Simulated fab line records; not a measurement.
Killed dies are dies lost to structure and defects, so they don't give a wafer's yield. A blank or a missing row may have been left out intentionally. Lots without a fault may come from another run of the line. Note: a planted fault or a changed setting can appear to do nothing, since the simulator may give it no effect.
Which of the tools did it? | flow sky130 | route of 708 steps, sampled at 1 step: 12 lots, 36 wafers

## WHAT EACH GAUGE READ, for each wafer
SKY_VIA1_THK_MEAS_01.
lot  | measured     | on            | VIA1_HDPCVD_THK (nm)
L692 | day 32 09:40 | film-metro-02 | 1048 1037 1031
L693 | day 32 14:46 | film-metro-02 | 1023 1016 1031
L694 | day 33 03:46 | film-metro-04 | 1040 1036 1030
L695 | day 33 10:55 | film-metro-04 | 1033 1039 1023
L697 | day 34 21:47 | film-metro-02 | 1045 1036 1031
L700 | day 35 08:06 | film-metro-01 | 1032 1034 1024
L703 | day 36 12:28 | film-metro-02 | 1019 1001 1014
L704 | day 36 14:34 | film-metro-04 | 1035 1030 1022
L705 | day 36 17:20 | film-metro-02 | 1041 1040 1042
L713 | day 39 17:53 | film-metro-02 | 1030 1018 1019
L715 | day 39 22:20 | film-metro-01 | 1022 1034 1015
L714 | day 39 22:52 | film-metro-01 | 1044 1028 1051

## WHAT TOOL EACH LOT RAN ON (gives the tool, then ch and the chambers of the sampled wafers, and finally the start)
There is no process step in the record ahead of these readings.

## AS READ BY THE TOOLS THEMSELVES (means over the sampled wafers that have a number; for cases with no such wafer, the mark the record gives instead)
The record holds no such reading with a usual standard deviation.

## THE ANSWER, worked out from the rows above alone
Rule: the lots themselves supply what counts as usual. The widest of any qualifying gaps counts: lots, ordered by their means at a reading, are off when they make up no more than a third of the lots, leave a main group of 4 or more, and stand apart from it by 3 or more times the standard deviation of that group's means. A main group is skipped when, at the precision printed for the reading in the tables above, its means are all equal. A lot without any number at a reading at which 4 lots or more have one is off too. Where the step has rows for the other lots, those lots are counted as sound. Order of review: gauges by route order, followed by the tools' own readings, for which a lot's mean as printed above is used. At the first step where some lot is off, the reading lying furthest off is the one used; lots without a number count as furthest.
No lot is off on any of the readings shown, so nothing can be concluded from this.

## WHAT WAS PUT IN BY THE SIMULATOR
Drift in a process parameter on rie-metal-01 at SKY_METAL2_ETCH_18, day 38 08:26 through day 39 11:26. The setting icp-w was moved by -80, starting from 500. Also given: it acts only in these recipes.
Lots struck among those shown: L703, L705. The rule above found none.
